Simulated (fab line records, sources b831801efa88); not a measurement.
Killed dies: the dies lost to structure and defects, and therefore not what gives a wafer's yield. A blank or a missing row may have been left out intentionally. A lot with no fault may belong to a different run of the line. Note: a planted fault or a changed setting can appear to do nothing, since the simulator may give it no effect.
Matching of chambers -- flow gf180mcu -- rie_diel-04 running GF_V3_ETCH_16: 4 sister chambers
The step etches BARC in N2/H2. 14 wafers are shown with their chamber, then 7 later ones without.

== EACH WAFER AND ITS CHAMBER ==
wafer,chamber,drypump_motor_current_A (A),throttle_valve_pct (%),oes_product_au (a.u.)
L444.2,2,6.5,13.216,0.856
L444.3,3,4.7,13.226,0.854
L444.5,3,4.6,13.199,0.853
L446.1,0,6.4,13.236,0.858
L446.2,3,4.6,13.233,0.849
L446.4,2,6.5,13.231,0.853
L447.1,3,4.6,13.225,0.856
L447.2,0,6.4,13.216,0.846
L447.5,1,6.2,13.222,0.856
L451.2,1,6.1,13.237,0.854
L451.5,0,6.4,13.216,0.858
L451.6,3,4.6,13.218,0.850
L459.1,1,6.2,13.234,0.852
L459.4,1,6.1,13.226,0.853

SIGNATURES (averages over the wafers above)
reading,chamber 0,chamber 1,chamber 2,chamber 3,scatter within a chamber
drypump_motor_current_A,6.400,6.150,6.500,4.620,0.0424
throttle_valve_pct,13.22267,13.22975,13.22350,13.22020,0.0109
oes_product_au,0.85400,0.85375,0.85450,0.85240,0.00377
Rule: for each reading, subtract the chamber's mean from the wafer's reading, divide by that reading's scatter and square the result; add these up over the readings and take the root, which gives the wafer's distance from the chamber. If the next closest chamber is less than 2 further off than the closest, the wafer can't be placed; otherwise it belongs to the closest. How the scatter is found: for the shown wafers, subtract from each reading the mean of its chamber, square and add these, divide the total by (wafers less chambers), then take the root.

== WAFERS WHOSE CHAMBER IS MISSING ==
wafer,drypump_motor_current_A (A),throttle_valve_pct (%),oes_product_au (a.u.)
L459.6,6.5,13.222,0.847
L461.1,6.1,13.242,0.863
L461.4,4.6,13.233,0.854
L461.6,6.4,13.226,0.854
L467.1,6.1,13.221,0.852
L467.4,6.4,13.215,0.857
L467.5,6.5,13.234,0.849

== THE CHAMBER EACH PASSED THROUGH ==
wafer,from the rows above,in truth
L459.6,can't be placed: 2 or 0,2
L461.1,1,1
L461.4,3,3
L461.6,0,0
L467.1,1,1
L467.4,can't be placed: 0 or 2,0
L467.5,can't be placed: 2 or 0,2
4 of 7 placed correctly. Not placeable from these rows: 3 (in 3, the candidates include the true chamber). Placed wrongly: 0.
